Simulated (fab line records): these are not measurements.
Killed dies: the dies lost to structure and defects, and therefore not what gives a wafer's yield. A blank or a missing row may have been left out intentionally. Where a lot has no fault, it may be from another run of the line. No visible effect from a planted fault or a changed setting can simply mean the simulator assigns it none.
Chamber matching | flow sky130 | SKY_FIELD_ISO_CMP_27 on cmp-01 has 4 sister chambers
The step polishes, stops on Si3N4, t overpolish 16 s, target thk 457.8 nm. 7 wafers are shown with their chamber, then 8 later ones without.

== WAFERS PAIRED WITH THEIR CHAMBERS ==
wafer  | chamber | motor-current-A (A) | time-to-endpoint-s (s)
L764.3 | 1       | 12.8                | 103
L770.4 | 1       | 13.0                | 98
L770.6 | 2       | 13.6                | 106
L774.4 | 2       | 13.2                | 107
L774.5 | 3       | 12.1                | 101
L774.6 | 0       | 13.6                | 104
L775.1 | 0       | 13.6                | 101

== WAFERS MISSING THEIR CHAMBER ==
wafer  | motor-current-A (A) | time-to-endpoint-s (s)
L775.3 | 11.7                | 105
L775.6 | 12.8                | 101
L778.1 | 13.3                | 102
L778.4 | 12.3                | 102
L778.5 | 12.9                | 106
L784.3 | 11.9                | 111
L784.4 | 13.2                | 104
L784.5 | 13.1                | 104

== EACH ONE'S CHAMBER ==
wafer  | from the rows above          | in truth
L775.3 | 3                            | 3
L775.6 | 1                            | 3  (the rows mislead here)
L778.1 | can't be placed: 0 or 2 or 1 | 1
L778.4 | 3                            | 3
L778.5 | can't be placed: 1 or 2 or 0 | 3
L784.3 | 3                            | 3
L784.4 | can't be placed: 2 or 1 or 0 | 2
L784.5 | can't be placed: 1 or 2 or 0 | 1
Placed correctly: 3 of 8. Can't be placed from these rows: 4 (the true chamber is among the candidates in 3). Placed wrongly: 1.
How it was worked out, from the rows above alone: a wafer's distance from a chamber is the root of the sum, over the readings, of the square of ((its reading less the chamber's mean) divided by the reading's scatter). The wafer belongs to the nearest chamber; if the next one is less than 2 further off, it can't be placed. For every chamber, the mean is computed from those of its wafers that are shown. The scatter: take each reading less its chamber's mean, square it, sum over the shown wafers, divide by the number of wafers less the number of chambers, and take the root.
